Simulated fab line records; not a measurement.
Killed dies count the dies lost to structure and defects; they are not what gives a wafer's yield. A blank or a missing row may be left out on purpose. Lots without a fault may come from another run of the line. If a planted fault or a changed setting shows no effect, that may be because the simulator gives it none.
Chamber matching ; flow gf180mcu ; 4 sister chambers for GF_HV_LDD_ETCHBACK_58 on rie diel-01
The step etches Si3N4 in CH3F/O2, stops on SiO2, time 100 s, target depth 90 nm. 17 wafers are shown with their chamber, then 8 later ones without.

WAFERS, EACH WITH ITS CHAMBER
wafer;chamber;drypump motor current A (A);run length s (s);oes product au (a.u.)
L815.2;2;5.8;127.5;0.846
L815.4;0;5.6;128.3;0.848
L815.5;0;5.7;128.1;0.844
L817.1;0;5.6;127.9;0.844
L817.3;1;6.3;129.2;0.841
L817.4;2;5.8;127.6;0.845
L818.3;2;5.8;127.5;0.851
L818.4;1;6.3;128.9;0.836
L818.5;1;6.3;129.5;0.844
L820.1;1;6.3;128.8;0.842
L820.4;2;5.7;127.4;0.840
L820.5;0;5.6;127.9;0.840
L823.1;2;5.8;128.0;0.854
L823.4;3;5.7;129.0;0.849
L823.5;2;5.8;127.6;0.850
L826.4;1;6.3;128.9;0.840
L826.5;1;6.3;128.9;0.838

SIGNATURES, as means of the wafers listed above
reading;chamber 0;chamber 1;chamber 2;chamber 3;scatter within a chamber
drypump motor current A;5.625;6.300;5.783;5.700;0.0349
run length s;128.050;129.033;127.600;129.000;0.229
oes product au;0.84400;0.84017;0.84767;0.84900;0.0039
Rule: a wafer's distance from a chamber is the root of the sum, over the readings, of the square of ((its reading less the chamber's mean) divided by the reading's scatter). If the next closest chamber is less than 2 further off than the closest, the wafer can't be placed; otherwise it belongs to the closest. The scatter: the root of (the sum of the squares of (reading less its chamber's mean) over the shown wafers, divided by (wafers less chambers)).

WAFERS MISSING THEIR CHAMBER
wafer;drypump motor current A (A);run length s (s);oes product au (a.u.)
L826.6;5.8;127.9;0.838
L827.1;5.6;128.2;0.842
L827.2;6.3;128.8;0.854
L827.6;6.2;128.8;0.844
L828.1;5.6;128.0;0.842
L828.4;5.7;127.7;0.837
L829.2;5.6;128.8;0.842
L829.4;5.7;127.4;0.844

THE CHAMBER EACH PASSED THROUGH
wafer;from the rows above;in truth
L826.6;2;2
L827.1;0;0
L827.2;1;1
L827.6;1;1
L828.1;0;0
L828.4;can't be placed: 0 or 2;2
L829.2;can't be placed: 0 or 3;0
L829.4;can't be placed: 2 or 0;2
Correctly placed: 5 of 8. These rows do not allow placing 3 (true chamber among the candidates in 3). Placed wrongly: 0.
